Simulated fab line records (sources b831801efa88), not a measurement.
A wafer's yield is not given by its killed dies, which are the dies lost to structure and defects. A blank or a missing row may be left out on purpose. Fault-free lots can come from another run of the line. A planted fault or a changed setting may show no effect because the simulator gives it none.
Comparing a struck lot with a sound one / flow sky130 / 17 steps out of a route of 708
Sound: these wafers, L260.1, L260.2, L260.6. The struck wafers were L262.1, L262.4, L262.5. Last of all comes the cause.
Order at every step that has rows: each side's tool, ch and its chambers, its first start. Under that, the readings that differ: sound wafers / struck wafers / difference of the means / sigmas: that difference in standard deviations of wafers without a fault.
alike: a reading whose means differ by less than 2 such deviations, as well as words and numbers matching on both sides. not compared: withheld readings; readings where some wafer has no value; bounds like >300 that might hide an equal value; numbers whose values overlap and for which the record gives no deviation.
A row with sigmas, a row that says differs or no value, or rows on one side alone: a step with any of these is where the two part. Non-overlapping numbers with no deviation appear without sigmas and do not part them. A reading that every wafer of one side lacks parts them only if that side has two wafers or more.

first, 1 step without rows for these wafers: SKY_VT_ADJUST_LVTN_IMPLANT_19.
SKY_VT_ADJUST_LVTN_STRIP_20: strips in O2/N2.
  sound on plasma asher-03 ch 0,1, day 9 01:07; struck on plasma asher-03 ch 0,1, day 9 15:45
  alike: drypump motor current A, oes product au, strip time to endpoint s
  not compared: rf hours counter h
SKY_VT_ADJUST_LVTN_TW_MEAS_21:
  sound on film metro-01 at day 9 01:13; struck on film metro-01 at day 9 15:51
  alike: VT_ADJUST_LVTN_2_TW
then, 7 steps without rows for these wafers: SKY_VT_ADJUST_NCORE_DEHYDRATE_00 (time 60 s); SKY_VT_ADJUST_NCORE_HMDS_01 (prime time 60 s); SKY_VT_ADJUST_NCORE_COAT_02 (resist thk 1140 nm); SKY_VT_ADJUST_NCORE_SOFTBAKE_03 (time 60 s); SKY_VT_ADJUST_NCORE_EXPOSE_04 (exposes mask LVTN COMPLEMENT THIN, target cd 380 nm); SKY_VT_ADJUST_NCORE_PEB_05; SKY_VT_ADJUST_NCORE_DEVELOP_06 (develop time 60 s).
SKY_VT_ADJUST_NCORE_CD_MEAS_07: target cd 380 nm.
  sound on cd sem-01 at day 9 23:35; struck on cd sem-01 at day 10 14:14
reading=cd nm (nm); sound=377.2 376.4 378.1; struck=383.8 383.9 383.8; difference=+6.6; sigmas=+3
SKY_VT_ADJUST_NCORE_OVL_MEAS_08:
  sound on overlay-02 at day 9 23:42; struck on overlay-02 at day 10 14:21
  alike: VT_ADJUST_NCORE_OVL
SKY_VT_ADJUST_NCORE_IMPLANT_09:
  sound on implanter-02 ch 0, day 9 23:44; struck on implanter-02 ch 0, day 10 14:23
reading=dose ions cm2; sound=2.4038e+12 2.4015e+12 2.403e+12; struck=1.5915e+12 1.5902e+12 1.5872e+12; difference=-8.1313e+11; sigmas=-99 or more
reading=faraday current uA; sound=13.17 13.46 13.56; struck=8.96 8.93 8.95; difference=-4.45; sigmas=-17
SKY_VT_ADJUST_NCORE_STRIP_10: strips in O2/N2.
  sound on plasma asher-01 ch 0,1, day 9 23:53; struck on plasma asher-01 ch 0,1, day 10 14:32
reading=strip time to endpoint s (s); sound=14.24 14.21 14.18; struck=14.12 14.15 14.14; difference=-0.07; sigmas=-2
  alike: drypump motor current A, oes product au
  not compared: rf hours counter h
SKY_VT_ADJUST_NCORE_TW_MEAS_11:
  sound on film metro-02 at day 9 23:59; struck on film metro-01 at day 10 14:38
reading=VT_ADJUST_NCORE_TW; sound=217.5 218.6 217.8; struck=196.6 195.8 195.2; difference=-22.1; sigmas=-9
then, 1 step without rows for these wafers: SKY_VT_ADJUST_HVTR_DEHYDRATE_00 (time 60 s).
-- here the record skips 37 days between the struck wafers' starts before and after, leaving off in module VT_ADJUST_HVTR and picking up in module PAD_OPEN (first step shown: number 708 of the route) --
SKY_PAD_OPEN_PROBE_99:
  sound on prober-02 at day 47 01:34; struck on prober-02 at day 47 14:28
reading=killed_at_M4_up; sound=0 4 1; struck=8 4 5; difference=+4; sigmas=+2
reading=model.etest.nfet_16v.r on ohm um; sound=1.395e+04 1.389e+04 1.394e+04; struck=1.266e+04 1.267e+04 1.274e+04; difference=-1.237e+03; sigmas=
reading=model.etest.pfet_16v.r on ohm um; sound=1.492e+04 1.461e+04 1.481e+04; struck=1.572e+04 1.582e+04 1.578e+04; difference=+9.933e+02; sigmas=
reading=model.etest.pfet g5v0d10v5.r on ohm um; sound=4724 4709 4710; struck=5185 5204 5252; difference=+499; sigmas=
reading=model.etest.tip p.rs ohm sq; sound=7044 7101 7099; struck=6977 6996 6974; difference=-99; sigmas=
reading=model.etest.pfet_01v8.r on ohm um; sound=2896 2937 2935; struck=3022 3055 3078; difference=+129; sigmas=
reading=model.etest.res pwell under gate.rs ohm sq; sound=2270 2281 2290; struck=2383 2384 2350; difference=+92; sigmas=
reading=model.etest.nfet g5v0d10v5.r on ohm um; sound=1851 1858 1849; struck=1800 1784 1836; difference=-46; sigmas=
reading=model.etest.tip_p_5v.rs ohm sq; sound=2874 2858 2858; struck=2924 2902 2937; difference=+58; sigmas=
  alike: killed_at_M0_to_M3, killed at contacts, killed at front end, killed at other, killed dies, killed open, killed short

WHERE THEY PART
At SKY_VT_ADJUST_NCORE_CD_MEAS_07 first; at SKY_PAD_OPEN_PROBE_99 last (within this record only).

WHY: whatever the simulator had introduced
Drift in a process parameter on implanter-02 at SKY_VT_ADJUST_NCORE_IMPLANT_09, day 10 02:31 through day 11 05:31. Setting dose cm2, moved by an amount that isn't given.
